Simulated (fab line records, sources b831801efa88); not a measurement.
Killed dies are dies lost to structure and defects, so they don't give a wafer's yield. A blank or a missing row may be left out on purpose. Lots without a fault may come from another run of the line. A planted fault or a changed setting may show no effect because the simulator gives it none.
fab line records | flow gf180mcu | part 2 of 2: steps 34 to 45 of 45
record lots=5 wafers=15 last_day=33
route steps=602 shown DUAL_GATE@151 POLY_GATE@157 HV_LDD@176
lots that met no fault: from a run of the same line without faults
start_h: hours from the record's first day to the start of the lot's first wafer shown | wait_h: hours since the lot's step before | " the same as in the row above | L1.1+2: a row that stands for several wafers | - no value, or no start given | * or withheld: withheld | < > ~ a bound
route shown NAME@n: a module of which the file shows steps, and the number in the route of the first | usual: mean/standard deviation of fault-free wafers | same: alike in all rows | chamber/n: place in a boat | sites: the reading at each site | _std_site: their standard deviation | _edge_site: outer sites' mean less inner sites' | radius_mm: how far each site lies from the wafer's centre | mask NAME#n: copy n | behind: the tool/chamber that last shaped the wafer | hold: why the lot was held/for how many hours/how that ended | device: the transistor (n, p or np) that didn't switch | end of line: the same wafers' tests at the end of the route | a step without rows: its recipe alone | killed: dies lost to structure and defects at the first sort, not the wafer's yield | map: a wafer's dies, x killed, . not, _ none there
set.NAME: the setting as run; set.NAME@STEP: as run at that earlier step | model.NAME: the simulator's own value behind a step, which no gauge read
lots at some steps of the route; a table a step, a row a wafer
services: from which hour (start_h, from the record's first day; less than 0 if before it) a tool's chamber was out of use, for how many hours, and why
## steps
# step GF_HV_LDD_OVL_MEAS_08
# usual HV_LDD_OVL=-0.4/1.3
# columns lot.wafer tool chamber start_h wait_h HV_LDD_OVL[nm]
L076.1 overlay-01 - 232.83 0.1 -0.6
L076.4 " - " " -2.4
L076.5 " - " " -1.8
L084.3 overlay-01 - 287.19 0.1 -2.3
L084.5 " - " " -3.4
L084.6 " - " " -1.6
L089.1 overlay-01 - 328.48 0.1 -0.5
L089.2 " - " " -1.8
L089.6 " - " " 0.0
L094.1 overlay-01 - 354.98 0.1 0.1
L094.5 " - " " -0.5
L094.6 " - " " -1.4
L095.2 overlay-01 - 364.24 0.1 -0.2
L095.5 " - " " 1.7
L095.6 " - " " -2.0
# step GF_HV_LDD_IMPLANT_09
# recipe species=As energy_kev=40 dose_cm2=1e+14 tilt_deg=7
# usual faraday_current_uA=563/10
# columns lot.wafer tool chamber start_h wait_h faraday_current_uA
L076.1 implanter-01 0 232.86 0.0 577
L076.4 " 0 " " 542
L076.5 " 0 " " 555
L084.3 implanter-03 0 287.26 0.1 578
L084.5 " 0 " " 569
L084.6 " 0 " " 551
L089.1 implanter-02 0 328.51 0.0 574
L089.2 " 0 " " 554
L089.6 " 0 " " 562
L094.1 implanter-03 0 355.01 0.0 572
L094.5 " 0 " " 585
L094.6 " 0 " " 583
L095.2 implanter-02 0 364.29 0.0 571
L095.5 " 0 " " 572
L095.6 " 0 " " 563
# step GF_HV_LDD_STRIP_10
# recipe chemistry=O2/N2 power_w=1400 pressure_mtorr=1500 platen_temp_c=250 o2_flow_sccm=3000 n2_flow_sccm=300 overash_fraction=0.5
# usual drypump_motor_current_A=5.8/0.31 heater_power_w=338/30 oes_product_au=0.716/0.0042 strip_time_to_endpoint_s=12.63/0.037
# columns lot.wafer tool chamber start_h wait_h drypump_motor_current_A heater_power_w oes_product_au rf_hours_counter_h strip_time_to_endpoint_s
L076.1 plasma_asher-02 1 233.01 0.1 6.0 322 0.715 50 12.65
L076.4 " 1 " " 6.0 320 0.717 - 12.62
L076.5 " 0 " " 5.6 337 0.709 - 12.60
L084.3 plasma_asher-02 0 287.40 0.1 5.6 338 0.716 - 12.65
L084.5 " 1 " " 6.0 311 0.725 - 12.64
L084.6 " 0 " " 5.6 335 0.724 - 12.66
L089.1 plasma_asher-02 1 328.66 0.1 6.0 317 0.719 60 12.69
L089.2 " 0 " " 5.6 330 0.716 60 12.66
L089.6 " 1 " " 6.1 322 0.718 - 12.67
L094.1 plasma_asher-04 0 355.16 0.1 5.5 317 0.717 72 12.58
L094.5 " 0 " " 5.5 314 0.715 - 12.55
L094.6 " 1 " " 6.3 387 0.711 - 12.62
L095.2 plasma_asher-01 1 364.42 0.1 6.0 296 0.718 24 12.62
L095.5 " 0 " " 5.4 365 0.711 - 12.64
L095.6 " 1 " " 6.0 303 0.716 - 12.65
# step GF_HV_LDD_TW_MEAS_11
# usual HV_LDD_TW=2417/23
# columns lot.wafer tool chamber start_h wait_h HV_LDD_TW
L076.1 film_metro-04 - 233.11 0.1 2408
L076.4 " - " " 2399
L076.5 " - " " 2395
L084.3 film_metro-03 - 287.48 0.1 2415
L084.5 " - " " 2425
L084.6 " - " " 2409
L089.1 film_metro-02 - 328.76 0.1 2436
L089.2 " - " " 2438
L089.6 " - " " 2424
L094.1 film_metro-03 - 355.26 0.1 2455
L094.5 " - " " 2432
L094.6 " - " " 2443
L095.2 film_metro-04 - 364.53 0.1 2395
L095.5 " - " " 2391
L095.6 " - " " 2388
# step GF_HV_LDD_DEHYDRATE_12
# recipe temp_c=200 time_s=60
# columns lot.wafer tool chamber start_h wait_h
L076.1+4+5 litho_track-02 0 241.21 8.1
L084.3+5+6 litho_track-04 0 297.06 9.6
L089.1+2+6 litho_track-04 0 339.41 10.6
L094.1+5+6 litho_track-01 0 365.66 10.4
L095.2+5+6 litho_track-04 0 374.53 10.0
# step GF_HV_LDD_HMDS_13
# recipe prime_time_s=60 prime_temp_c=120
# columns lot.wafer tool chamber start_h wait_h
L076.1+4+5 litho_track-02 0 241.36 0.1
L084.3+5+6 litho_track-04 0 297.21 0.1
L089.1+2+6 litho_track-04 0 339.56 0.1
L094.1+5+6 litho_track-01 0 365.81 0.1
L095.2+5+6 litho_track-04 0 374.68 0.1
# step GF_HV_LDD_COAT_14
# recipe resist=NOVOLAK spin_rpm=3000 resist_thk_nm=1000
# usual dispense_pressure_kPa=51.5/1.1
# columns lot.wafer tool chamber start_h wait_h dispense_pressure_kPa
L076.1 litho_track-02 0 241.51 0.1 53.7
L076.4 " 0 " " 53.6
L076.5 " 0 " " 53.6
L084.3 litho_track-04 0 297.36 0.1 50.8
L084.5 " 0 " " 50.8
L084.6 " 0 " " 50.7
L089.1 litho_track-04 0 339.71 0.1 50.7
L089.2 " 0 " " 50.7
L089.6 " 0 " " 50.7
L094.1 litho_track-01 0 365.96 0.1 51.2
L094.5 " 0 " " 51.2
L094.6 " 0 " " 51.2
L095.2 litho_track-04 0 374.83 0.1 50.7
L095.5 " 0 " " 50.7
L095.6 " 0 " " 50.7
# step GF_HV_LDD_SOFTBAKE_15
# recipe temp_c=90 time_s=60 resist=NOVOLAK
# columns lot.wafer tool chamber start_h wait_h
L076.1+4+5 litho_track-02 0 241.66 0.1
L084.3+5+6 litho_track-04 0 297.51 0.1
L089.1+2+6 litho_track-04 0 339.86 0.1
L094.1+5+6 litho_track-01 0 366.11 0.1
L095.2+5+6 litho_track-04 0 374.98 0.1
# step GF_HV_LDD_EXPOSE_16
# recipe mask_id=Pplus_LV_AREA target_cd_nm=400 na=0.6 source_shape=conventional sigma_outer=0.6 dose_mj=140
# columns lot.wafer tool chamber start_h wait_h mask
L076.1+4+5 iline_stepper-02 0 - - Pplus_LV_AREA#0
L084.3+5+6 iline_stepper-01 0 - - Pplus_LV_AREA#0
L089.1+2+6 iline_stepper-01 0 - - Pplus_LV_AREA#0
L094.1+5+6 iline_stepper-02 0 - - Pplus_LV_AREA#0
L095.2+5+6 iline_stepper-02 0 - - Pplus_LV_AREA#0
# step GF_HV_LDD_PEB_17
# recipe temp_c=withheld time_s=* resist=NOVOLAK
# columns lot.wafer tool chamber start_h wait_h
L076.1+4+5 litho_track-01 0 - -
L084.3+5+6 litho_track-04 0 - -
L089.1+2+6 litho_track-01 0 - -
L094.1+5+6 litho_track-04 0 - -
L095.2+5+6 litho_track-04 0 - -
# step GF_HV_LDD_DEVELOP_18
# recipe develop_time_s=60 dev_temp_c=23
# same develop_time_s=60
# columns lot.wafer tool chamber start_h wait_h
L076.1+4+5 litho_track-01 0 250.71 0.1
L084.3+5+6 litho_track-04 0 307.01 0.1
L089.1+2+6 litho_track-01 0 350.61 0.1
L094.1+5+6 litho_track-04 0 376.75 0.1
L095.2+5+6 litho_track-04 0 386.48 0.1
# step GF_HV_LDD_CD_MEAS_19
# recipe target_cd_nm=400
# usual cd_nm=400.7/2.7
# columns lot.wafer tool chamber start_h wait_h cd_nm
L076.1 cd_sem-01 - 250.86 0.1 402.7
L076.4 " - " " 401.2
L076.5 " - " " 405.5
L084.3 cd_sem-01 - 307.15 0.1 399.8
L084.5 " - " " 400.2
L084.6 " - " " 401.8
L089.1 cd_sem-01 - 350.78 0.1 397.0
L089.2 " - " " 396.2
L089.6 " - " " 399.9
L094.1 cd_sem-01 - 376.90 0.1 401.3
L094.5 " - " " 401.1
L094.6 " - " " 401.7
L095.2 cd_sem-01 - 386.62 0.1 398.9
L095.5 " - " " 399.6
L095.6 " - " " 399.7
## services
# columns tool chamber start_h hours kind
plasma_asher-01 - 169.83 2.8 pm
rie_diel-04 - 177.84 2.4 repair
furnace-02 - 178.00 4.3 pm
krf_scanner-01 - 179.33 0.8 pm
krf_scanner-01 - 182.36 1.0 pm
iline_stepper-02 - 184.64 1.7 pm
rie_si-01 1 195.11 5.4 repair
lpcvd-01 - 199.58 0.5 repair
furnace-01 - 210.42 10.2 repair
rie_si-01 2 238.30 2.1 repair
furnace-01 - 241.93 2.4 pm
iline_stepper-01 - 249.47 1.7 pm
furnace-02 - 254.96 11.8 pm
krf_scanner-01 - 263.94 0.8 pm
iline_stepper-01 - 278.79 4.4 pm
iline_stepper-01 - 293.76 2.1 pm
krf_scanner-01 - 326.22 1.3 pm
furnace-02 - 346.70 4.3 pm
krf_scanner-01 - 348.13 0.8 pm
krf_scanner-01 - 351.36 1.0 pm
plasma_asher-02 - 353.05 1.7 repair
wet_bench-02 - 357.05 2.4 repair
rie_si-01 0 381.37 5.2 repair
plasma_asher-01 - 384.65 11.0 repair
